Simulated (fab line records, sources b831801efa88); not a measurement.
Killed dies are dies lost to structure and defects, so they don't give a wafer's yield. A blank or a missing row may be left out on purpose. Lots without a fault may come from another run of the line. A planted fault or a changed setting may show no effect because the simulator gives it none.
A struck lot beside a sound one | flow sky130 | 15 steps out of a route of 708
Sound: wafers L536.2, L536.3, L536.6. Struck: wafers L552.3, L552.4, L552.5. The cause comes at the end.
At each step with rows: each side's tool, then ch and its chambers, then its first start. Under that, the readings that differ: sound wafers | struck wafers | difference of the means | sigmas: that difference in standard deviations of wafers without a fault.
alike: readings whose means differ by less than 2 such deviations, and words and numbers that are the same on both sides. not compared: withheld readings, readings that some wafer has no value for, bounds like >300 that may hide the same value, and numbers for which the record gives no deviation and whose values overlap.
The two part at a step that has a row with sigmas, a row that says differs or no value, or rows on one side only. Numbers that don't overlap but have no deviation are shown without sigmas and don't part them. A reading that every wafer of one side lacks parts them only if that side has two wafers or more.

first, 8 steps without rows for these wafers: SKY_VIA1_DEHYDRATE_04 (time 60 s); SKY_VIA1_HMDS_05 (prime time 60 s); SKY_VIA1_COAT_06 (resist thk 60 nm); SKY_VIA1_COAT_07 (resist thk 450 nm); SKY_VIA1_SOFTBAKE_08 (time 90 s); SKY_VIA1_EXPOSE_09 (exposes mask VIM, target cd 150 nm); SKY_VIA1_PEB_10; SKY_VIA1_DEVELOP_11 (develop time 60 s).
SKY_VIA1_CD_MEAS_12: target cd 150 nm.
  sound on cd_sem-02, day 34 16:23; struck on cd_sem-01, day 39 05:53
  alike: cd_nm
SKY_VIA1_OVL_MEAS_13:
  sound on overlay-02, day 34 16:30; struck on overlay-02, day 39 05:58
  alike: VIA1_OVL
SKY_VIA1_ETCH_14: etches BARC in N2/H2, stops on SiO2, time 45.9 s, target depth 60 nm.
  sound on rie_diel-04 ch 0,1,3, day 34 16:32; struck on rie_diel-01 ch 1,2, day 39 06:00
  alike: drypump_motor_current_A, h2_flow_sccm, oes_product_au, throttle_valve_pct
  not compared: rf_hours_counter_h
SKY_VIA1_ETCH_15: etches SiO2 in C4F8/O2/Ar, stops on TiN, target depth 351 nm, time 54 s.
  sound on rie_diel-04 ch 0,1,3, day 34 16:34; struck on rie_diel-01 ch 1,2, day 39 06:02
  alike: oes_product_au
  not compared: rf_hours_counter_h
SKY_VIA1_STRIP_16: strips in O2/N2.
  sound on plasma_asher-02 ch 0,1, day 34 16:37; struck on plasma_asher-02 ch 0,1, day 39 06:07
  reading             | sound          | struck         | difference | sigmas
  o2_flow_sccm (sccm) | 2990 3011 3003 | 2402 2396 2409 | -599       | -64
  alike: drypump_motor_current_A, oes_product_au, strip_time_to_endpoint_s
  not compared: rf_hours_counter_h
then, 1 step without rows for these wafers: SKY_VIA1_STRIP_17 (strips in post etch residue remover, time 1200 s).
-- the record jumps here: 11 days lie between the struck wafers' starts before and after (it left off in module VIA1 and takes up again in module PAD_OPEN, whose first step shown is number 708 of the route) --
SKY_PAD_OPEN_PROBE_99:
  sound on prober-02, day 46 10:38; struck on prober-02, day 49 21:02
  alike: defect_limited_yield, killed_at_M0_to_M3, killed_at_M4_up, killed_at_contacts, killed_at_front_end, killed_at_other, killed_dies, killed_open, killed_short, sort_bin_3_pad_short, sort_bin_5_function, sort_bin_6_memory, sort_n_pass, sort_yield_pct

WHERE THEY PART
Only at SKY_VIA1_STRIP_16, within this record. Later steps at which nothing parts them and some readings are alike: SKY_PAD_OPEN_PROBE_99.

WHY: what the simulator had put in
Process parameter drift: plasma_asher-02, from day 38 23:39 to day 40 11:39, at SKY_VIA1_STRIP_16. Setting o2_flow_sccm, moved by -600, from 3000. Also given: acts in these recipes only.
